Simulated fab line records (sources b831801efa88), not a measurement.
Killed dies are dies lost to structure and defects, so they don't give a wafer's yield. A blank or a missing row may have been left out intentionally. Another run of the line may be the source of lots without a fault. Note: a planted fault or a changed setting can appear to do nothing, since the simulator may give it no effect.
fab line records -- flow sky130
record: lots: 13, wafers: 39, lastDay: 50
route steps=708 shown GATE_OXIDE@203 VIA3@596 VIA4@641 METAL5@677 PAD_OPEN@708
lots with no fault: from the same line, run without faults
startH: start of the lot's first displayed wafer, in hours after the record's first day -- waitH: how many hours have passed since the lot's step before this one -- " same as the row above -- L1.1+2: a single row standing in for several wafers -- - no value present, or no start provided -- * or withheld: withheld -- < > ~ a bound
route shown NAME@n: names a module that has steps shown in the file, with the first one's number in the route -- usual: mean and standard deviation over wafers with no fault -- same: alike in all rows -- chamber/n: place in a boat -- sites: the reading at each site -- _std_site: the values' standard deviation -- _edge_site: mean of outer sites minus mean of inner sites -- radiusMm: for every site, how far away it sits from the centre of the wafer -- mask NAME#n: copy n -- behind: tool/chamber where the wafer was last shaped -- hold: why the lot was held/for how many hours/how that ended -- device: whichever transistor did not switch (one of n, p or np) -- end of line: the tests these same wafers got at the end of their route -- a step given without rows: its recipe and nothing more -- killed: the dies lost at the first sort to structure and to defects; this is not the yield of the wafer -- map: a wafer's dies, x killed, . not, _ none there
set.NAME: the setting that was run; set.NAME@STEP: the one run at that earlier step -- model.NAME: the simulator's own value behind a step, which no gauge read
the route's steps for a sample of lots (tables are steps, rows are wafers)
services: a tool's chamber out of use, with start hour (startH, from the record's first day; less than 0 if before it), hours out, and reason
== steps ==
step: SKY_GATE_OXIDE_OXIDATION_16
recipe: tempC: 800, ambient: O2, idleTempC: 700, rampUpCPerMin: 10, rampDownCPerMin: 3, stabiliseS: 600, purgeS: 300, targetThkA: 35.7, oxTimeS: 1915
lot.wafer,tool,chamber,startH,waitH
L570.1+2+6,furnace-02,0,318.97,1.0
L571.1+2+6,furnace-02,0,318.97,1.1
L574.1+3+5,furnace-02,0,328.50,0.0
L576.1+4+6,furnace-01,0,349.54,0.7
L581.1+3+6,furnace-02,0,393.44,0.7
L583.1+5+6,furnace-02,0,408.70,1.4
L585.2+3+5,furnace-01,0,433.68,5.2
L586.4+5+6,furnace-01,0,442.06,3.3
L587.2+3+6,furnace-01,0,451.52,1.3
L590.1+3+6,furnace-01,0,468.73,0.0
L591.1+5+6,furnace-02,0,477.66,0.0
L592.2+4+6,furnace-01,0,493.34,0.0
L593.3+4+5,furnace-02,0,514.71,0.0
step: SKY_VIA3_THK_MEAS_23
recipe: thkMeasGauge: xrf, reads: W_of_VIA3_CVD_21
usual: VIA3_W_THK: 385/5.2
lot.wafer,tool,chamber,startH,waitH,VIA3_W_THK[nm]
L570.1,filmMetro-01,-,931.43,0.1,385
L570.2,filmMetro-01,-,931.43,0.1,398
L570.6,filmMetro-01,-,931.43,0.1,390
L571.1,filmMetro-02,-,932.62,0.1,387
L571.2,filmMetro-02,-,932.62,0.1,385
L571.6,filmMetro-02,-,932.62,0.1,385
L574.1,filmMetro-02,-,939.38,0.1,390
L574.3,filmMetro-02,-,939.38,0.1,382
L574.5,filmMetro-02,-,939.38,0.1,379
L576.1,filmMetro-03,-,961.98,0.1,388
L576.4,filmMetro-03,-,961.98,0.1,386
L576.6,filmMetro-03,-,961.98,0.1,387
L581.1,filmMetro-02,-,996.99,0.1,381
L581.3,filmMetro-02,-,996.99,0.1,380
L581.6,filmMetro-02,-,996.99,0.1,381
L583.1,filmMetro-03,-,1014.36,0.1,375
L583.5,filmMetro-03,-,1014.36,0.1,380
L583.6,filmMetro-03,-,1014.36,0.1,380
L585.2,filmMetro-02,-,1026.81,0.1,383
L585.3,filmMetro-02,-,1026.81,0.1,380
L585.5,filmMetro-02,-,1026.81,0.1,380
L586.4,filmMetro-01,-,1046.51,0.1,387
L586.5,filmMetro-01,-,1046.51,0.1,393
L586.6,filmMetro-01,-,1046.51,0.1,386
L587.2,filmMetro-03,-,1047.29,0.1,373
L587.3,filmMetro-03,-,1047.29,0.1,371
L587.6,filmMetro-03,-,1047.29,0.1,375
L590.1,filmMetro-02,-,1055.46,0.1,380
L590.3,filmMetro-02,-,1055.46,0.1,379
L590.6,filmMetro-02,-,1055.46,0.1,383
L591.1,filmMetro-02,-,1066.59,0.1,383
L591.5,filmMetro-02,-,1066.59,0.1,385
L591.6,filmMetro-02,-,1066.59,0.1,389
L592.2,filmMetro-03,-,1071.69,0.1,383
L592.4,filmMetro-03,-,1071.69,0.1,383
L592.6,filmMetro-03,-,1071.69,0.1,383
L593.3,filmMetro-01,-,1085.44,0.1,385
L593.4,filmMetro-01,-,1085.44,0.1,391
L593.5,filmMetro-01,-,1085.44,0.1,393
step: SKY_VIA4_CMP_02
recipe: material: SiO2, downForcePsi: 4, platenRpm: 60, padVelocityMS: 0.94248
usual: headPressurePsi: 4.002/0.0082, motorCurrentA: 12.9/1.1, slurryFilterDpKPa: 13.52/0.13
lot.wafer,tool,chamber,startH,waitH,headPressurePsi,motorCurrentA,slurryFilterDpKPa
L570.1,cmp-02,3,982.73,0.1,4.002,14.3,13.45
L570.2,cmp-02,2,982.73,0.1,4.002,13.0,13.81
L570.6,cmp-02,3,982.73,0.1,4.012,14.0,13.66
L571.2,cmp-02,1,983.81,0.2,3.996,13.5,13.51
L571.1,cmp-02,0,983.81,0.2,4.010,12.7,13.58
L571.6,cmp-02,2,983.81,0.2,3.993,12.1,13.40
L574.1,cmp-01,1,989.92,0.2,4.000,12.8,13.71
L574.3,cmp-01,3,989.92,0.2,3.994,11.7,13.48
L574.5,cmp-01,1,989.92,0.2,4.006,13.1,13.54
L576.4,cmp-02,2,1012.52,0.1,4.010,12.7,13.55
L576.1,cmp-02,0,1012.52,0.1,3.994,12.4,13.42
L576.6,cmp-02,1,1012.52,0.1,3.993,13.8,13.74
L581.1,cmp-02,2,1045.13,0.1,4.020,13.2,13.70
L581.3,cmp-02,0,1045.13,0.1,4.001,12.3,13.50
L581.6,cmp-02,2,1045.13,0.1,4.010,13.6,13.57
L583.1,cmp-02,1,1061.12,0.2,3.994,13.1,13.48
L583.5,cmp-02,2,1061.12,0.2,3.990,12.2,13.35
L583.6,cmp-02,3,1061.12,0.2,3.999,14.6,13.44
L585.2,cmp-02,2,1072.87,0.0,4.005,13.2,13.48
L585.3,cmp-02,1,1072.87,0.0,3.994,13.3,13.52
L585.5,cmp-02,2,1072.87,0.0,4.010,12.5,13.57
L587.3,cmp-01,2,1092.10,0.0,3.997,14.0,13.58
L587.2,cmp-01,1,1092.10,0.0,3.995,12.2,13.60
L587.6,cmp-01,3,1092.10,0.0,4.005,11.4,13.59
L586.4,cmp-02,1,1092.63,0.1,3.993,14.0,13.55
L586.5,cmp-02,0,1092.63,0.1,3.996,12.3,13.46
L586.6,cmp-02,1,1092.63,0.1,3.990,13.3,13.32
L590.1,cmp-02,3,1099.76,0.1,4.003,14.1,13.28
L590.3,cmp-02,0,1099.76,0.1,3.999,12.8,13.66
L590.6,cmp-02,3,1099.76,0.1,3.984,14.2,13.21
L591.1,cmp-02,0,1109.57,0.1,4.002,13.0,13.61
L591.5,cmp-02,0,1109.57,0.1,4.004,12.6,13.47
L591.6,cmp-02,1,1109.57,0.1,4.006,14.4,13.36
L592.2,cmp-01,0,1115.02,0.1,3.988,10.5,13.53
L592.4,cmp-01,1,1115.02,0.1,4.010,12.5,13.63
L592.6,cmp-01,2,1115.02,0.1,3.993,14.2,13.43
L593.4,cmp-01,1,1127.84,0.2,4.014,13.2,13.57
L593.3,cmp-01,3,1127.84,0.2,3.994,11.8,13.59
L593.5,cmp-01,1,1127.84,0.2,4.007,12.8,13.62
step: SKY_METAL5_STRIP_16
recipe: chemistry: O2/N2, powerW: 1400, pressureMtorr: 1500, platenTempC: withheld, o2FlowSccm: 3000, n2FlowSccm: 300, overashFraction: 0.5
usual: chamberPressureMTorr: 1499.9/1.3, drypumpMotorCurrentA: 5.5/0.48, oesProductAu: 0.710/0.0045, stripTimeToEndpointS: 13.06/0.11
lot.wafer,tool,chamber,startH,waitH,chamberPressureMTorr,drypumpMotorCurrentA,oesProductAu,rfHoursCounterH,stripTimeToEndpointS
L570.1,plasmaAsher-01,0,1030.64,0.2,1500.1,6.0,0.704,116,13.18
L570.2,plasmaAsher-01,1,1030.64,0.2,1501.1,5.7,0.710,116,12.98
L570.6,plasmaAsher-01,0,1030.64,0.2,1499.6,6.0,0.704,-,12.96
L571.1,plasmaAsher-01,0,1032.30,0.2,1499.8,6.0,0.713,117,13.01
L571.2,plasmaAsher-01,1,1032.30,0.2,1502.1,5.8,0.708,117,12.86
L571.6,plasmaAsher-01,1,1032.30,0.2,1501.6,5.7,0.714,-,12.90
L574.1,plasmaAsher-02,0,1037.85,0.2,1499.6,6.1,0.708,59,13.25
L574.3,plasmaAsher-02,1,1037.85,0.2,1500.4,5.5,0.714,-,13.27
L574.5,plasmaAsher-02,1,1037.85,0.2,1499.4,5.5,0.707,-,13.15
L576.1,plasmaAsher-03,0,1058.98,0.2,1498.6,4.8,0.706,93,13.18
L576.4,plasmaAsher-03,1,1058.98,0.2,1499.5,5.0,0.704,-,13.12
L576.6,plasmaAsher-03,0,1058.98,0.2,1499.9,4.8,0.709,-,13.10
L581.1,plasmaAsher-03,0,1088.93,0.2,1502.0,4.8,0.715,96,12.85
L581.3,plasmaAsher-03,1,1088.93,0.2,1500.6,5.0,0.710,-,13.24
L581.6,plasmaAsher-03,1,1088.93,0.2,1501.0,5.0,0.720,-,13.16
L583.1,plasmaAsher-01,0,1104.34,0.2,1499.5,6.0,0.708,3,12.84
L583.5,plasmaAsher-01,1,1104.34,0.2,1499.1,5.7,0.710,-,13.16
L583.6,plasmaAsher-01,0,1104.34,0.2,1499.0,6.0,0.710,-,12.95
L585.2,plasmaAsher-03,0,1114.70,0.2,1500.0,4.8,0.713,99,13.12
L585.3,plasmaAsher-03,0,1114.70,0.2,1498.8,4.8,0.711,-,13.05
L585.5,plasmaAsher-03,0,1114.70,0.2,1500.3,4.8,0.711,-,13.19
L587.2,plasmaAsher-02,1,1132.44,0.2,1501.2,5.5,0.708,69,12.99
L587.3,plasmaAsher-02,1,1132.44,0.2,1499.0,5.5,0.714,-,13.13
L587.6,plasmaAsher-02,1,1132.44,0.2,1497.2,5.5,0.717,-,12.98
L586.4,plasmaAsher-01,1,1134.12,0.1,1502.9,5.7,0.704,-,13.22
L586.5,plasmaAsher-01,0,1134.12,0.1,1498.6,6.0,0.712,-,12.92
L586.6,plasmaAsher-01,1,1134.12,0.1,1499.9,5.8,0.712,-,13.23
L590.1,plasmaAsher-01,0,1139.64,0.2,1497.7,6.0,0.705,7,12.95
L590.3,plasmaAsher-01,0,1139.64,0.2,1499.2,6.0,0.715,-,12.91
L590.6,plasmaAsher-01,0,1139.64,0.2,1502.3,6.0,0.707,-,12.90
L591.1,plasmaAsher-01,1,1148.34,0.2,1499.6,5.7,0.708,7,13.12
L591.5,plasmaAsher-01,1,1148.34,0.2,1502.0,5.7,0.714,-,13.05
L591.6,plasmaAsher-01,0,1148.34,0.2,1497.1,6.0,0.712,-,12.94
L592.2,plasmaAsher-02,0,1153.65,0.2,1499.2,6.1,0.718,71,13.06
L592.4,plasmaAsher-02,0,1153.65,0.2,1499.3,6.1,0.710,-,13.03
L592.6,plasmaAsher-02,1,1153.65,0.2,1499.9,5.5,0.717,-,13.03
L593.3,plasmaAsher-03,1,1165.43,0.1,1497.7,5.0,0.702,-,13.14
L593.4,plasmaAsher-03,0,1165.43,0.1,1501.3,4.8,0.715,-,13.04
L593.5,plasmaAsher-03,1,1165.43,0.1,1500.6,5.0,0.713,-,13.07
step: SKY_PAD_OPEN_PROBE_99
usual: killed_at_M0_to_M3: 43/7.1, killed_at_M4_up: 3.0/1.9, killedAtContacts: 24/5, killedAtFrontEnd: 15/4.3, killedAtOther: 0.3/0.5, killedDies: 85/9.6, killedOnRim: 17/4.3, killedOpen: 46/7.1, killedShort: 39/6.8
same: grossDies: 492, killedAtBackSide: 0
lot.wafer,tool,chamber,startH,waitH,killed_at_M0_to_M3,killed_at_M4_up,killedAtContacts,killedAtFrontEnd,killedAtOther,killedDies,killedOnRim,killedOpen,killedShort
L574.1,prober-01,-,1084.30,0.1,43,1,17,16,0,77,13,40,37
L574.3,prober-01,-,1084.40,0.2,50,2,20,22,0,94,20,51,43
L574.5,prober-01,-,1084.50,0.2,41,0,17,16,0,74,18,42,32
L581.1,prober-01,-,1131.06,0.1,34,1,21,166,0,222,48,39,28
L581.3,prober-01,-,1131.16,0.2,30,3,22,158,0,213,40,36,36
L581.6,prober-01,-,1131.31,0.2,32,3,20,161,0,216,36,36,29
L583.1,prober-01,-,1144.98,0.1,31,1,23,166,0,221,42,39,34
L583.5,prober-01,-,1145.18,0.2,38,3,20,159,0,220,37,40,33
L583.6,prober-01,-,1145.23,0.2,51,2,28,167,2,250,54,46,49
L585.2,prober-02,-,1154.73,0.1,44,2,28,18,0,92,19,42,50
L585.3,prober-02,-,1154.78,0.2,40,1,21,16,0,78,7,39,39
L585.5,prober-02,-,1154.88,0.2,38,1,35,12,0,86,12,51,35
killed by level:class
L574.1 VIA1:geometricParticle:open=9 LI_CONTACT:geometricParticle:open=7 VIA2:geometricParticle:open=7 METAL2:geometricParticle:short=6 VIA2:geometricParticle:short=5 VIA3:geometricParticle:open=5 FIELD_ISO:geometricParticle:short=4 LOCAL_INTERCONNECT:geometricParticle:short=4
L574.3 VIA1:geometricParticle:open=16 FIELD_ISO:geometricParticle:short=8 VIA1:geometricParticle:short=8 LI_CONTACT:geometricParticle:open=8 VIA2:geometricParticle:open=6 FIELD_ISO:geometricParticle:open=5 CONTACT:geometricParticle:open=5 VIA3:geometricParticle:open=5
L574.5 VIA1:geometricParticle:open=13 LI_CONTACT:geometricParticle:open=9 FIELD_ISO:geometricParticle:short=6 METAL2:geometricParticle:short=6 VIA3:geometricParticle:open=6 METAL1:geometricParticle:short=5 CONTACT:geometricParticle:open=4 METAL3:geometricParticle:short=3
L581.1 GATE_OXIDE:unspecified=155 LI_CONTACT:geometricParticle:open=9 VIA1:geometricParticle:open=7 CONTACT:geometricParticle:open=6 METAL1:geometricParticle:short=6 VIA3:geometricParticle:open=6 METAL2:geometricParticle:short=5 POLY_GATE:geometricParticle:short=4
L581.3 GATE_OXIDE:unspecified=141 VIA3:geometricParticle:open=7 LI_CONTACT:geometricParticle:open=6 CONTACT:geometricParticle:open=6 POLY_GATE:geometricParticle:short=5 LOCAL_INTERCONNECT:geometricParticle:short=5 VIA1:geometricParticle:open=5 FIELD_ISO:geometricParticle:open=4
L581.6 GATE_OXIDE:unspecified=151 VIA3:geometricParticle:open=10 CONTACT:geometricParticle:open=8 LOCAL_INTERCONNECT:geometricParticle:short=5 VIA1:geometricParticle:open=5 CONTACT:geometricParticle:short=4 METAL1:geometricParticle:short=4 VIA2:geometricParticle:open=4
L583.1 GATE_OXIDE:unspecified=148 CONTACT:geometricParticle:short=7 CONTACT:geometricParticle:open=7 VIA3:geometricParticle:open=7 LI_CONTACT:geometricParticle:open=6 METAL1:geometricParticle:short=6 VIA2:geometricParticle:open=5 FIELD_ISO:geometricParticle:short=4
L583.5 GATE_OXIDE:unspecified=147 CONTACT:geometricParticle:open=9 METAL1:geometricParticle:short=9 VIA1:geometricParticle:open=7 LI_CONTACT:geometricParticle:open=6 VIA3:geometricParticle:open=5 POLY_GATE:geometricParticle:open=4 VIA3:geometricParticle:short=4
L583.6 GATE_OXIDE:unspecified=155 VIA1:geometricParticle:open=13 METAL1:geometricParticle:short=10 CONTACT:geometricParticle:short=9 CONTACT:geometricParticle:open=7 VIA2:geometricParticle:open=6 LI_CONTACT:geometricParticle:open=6 METAL2:geometricParticle:short=6
L585.2 VIA1:geometricParticle:open=11 LI_CONTACT:geometricParticle:open=8 CONTACT:geometricParticle:open=8 METAL1:geometricParticle:short=8 FIELD_ISO:geometricParticle:short=6 CONTACT:geometricParticle:short=6 LOCAL_INTERCONNECT:geometricParticle:short=5 VIA1:geometricParticle:short=5
L585.3 VIA1:geometricParticle:open=10 LI_CONTACT:geometricParticle:open=9 VIA2:geometricParticle:open=8 CONTACT:geometricParticle:short=6 METAL1:geometricParticle:short=6 FIELD_ISO:geometricParticle:short=5 LOCAL_INTERCONNECT:geometricParticle:short=4 VIA2:geometricParticle:short=4
L585.5 CONTACT:geometricParticle:open=13 VIA1:geometricParticle:open=11 LI_CONTACT:geometricParticle:open=8 LOCAL_INTERCONNECT:geometricParticle:short=7 METAL1:geometricParticle:short=5 POLY_GATE:geometricParticle:short=5 VIA2:geometricParticle:open=5 VIA3:geometricParticle:open=4
== services ==
tool,chamber,startH,hours,kind
cmp-02,-,323.83,1.3,repair
furnace-02,-,414.31,24.8,pm
furnace-02,-,439.09,3.0,pm
cmp-02,-,443.98,0.9,repair
furnace-02,-,451.07,3.6,pm
cmp-02,-,473.33,3.5,repair
cmp-02,-,497.20,6.6,pm
cmp-02,-,516.39,0.8,repair
cmp-02,-,535.44,2.5,repair
cmp-02,-,572.00,4.0,pm
cmp-02,-,621.44,1.3,repair
cmp-02,-,641.07,0.9,repair
cmp-02,-,670.20,3.0,repair
cmp-02,-,703.43,5.7,repair
cmp-02,-,758.67,1.4,repair
cmp-02,-,774.78,0.4,repair
cmp-02,-,850.23,11.2,repair
cmp-02,-,867.10,3.4,pm
cmp-02,-,892.11,4.9,pm
cmp-02,-,898.58,4.0,repair
cmp-02,-,912.04,4.0,pm
cmp-02,-,984.77,1.3,repair
cmp-02,-,1047.81,0.7,repair
cmp-02,-,1127.17,0.7,repair
== key ==
firstSign: step: SKY_PAD_OPEN_PROBE_99, reading: killedAtFrontEnd, direction: up, sigmas: 35, usual: 15, struck: 163
effect: step: SKY_PAD_OPEN_PROBE_99, reading: killedDies, direction: up, sigmas: 14, usual: 85, struck: 224
metAt SKY_GATE_OXIDE_OXIDATION_16
struckLots L581,L583
testerLeftOut L581,L583
notActingAt SKY_VIA3_THK_MEAS_23,SKY_VIA4_CMP_02,SKY_METAL5_STRIP_16
onsetBetween 328.50 393.44
fault: kind: chamberParticleSource, tool: furnace-02, chamber: -, onsetH: 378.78, steps: SKY_GATE_OXIDE_OXIDATION_16, ratePerVisitCm2: 0.75415, endH: 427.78
testerLeftOut: of these lots the tester's yield and bins aren't shown, on N5 and GAA mostly nor the transistor test; their killed dies are dies lost to structure and defects alone, not to doping, threshold or leakage, so they don't give the yield
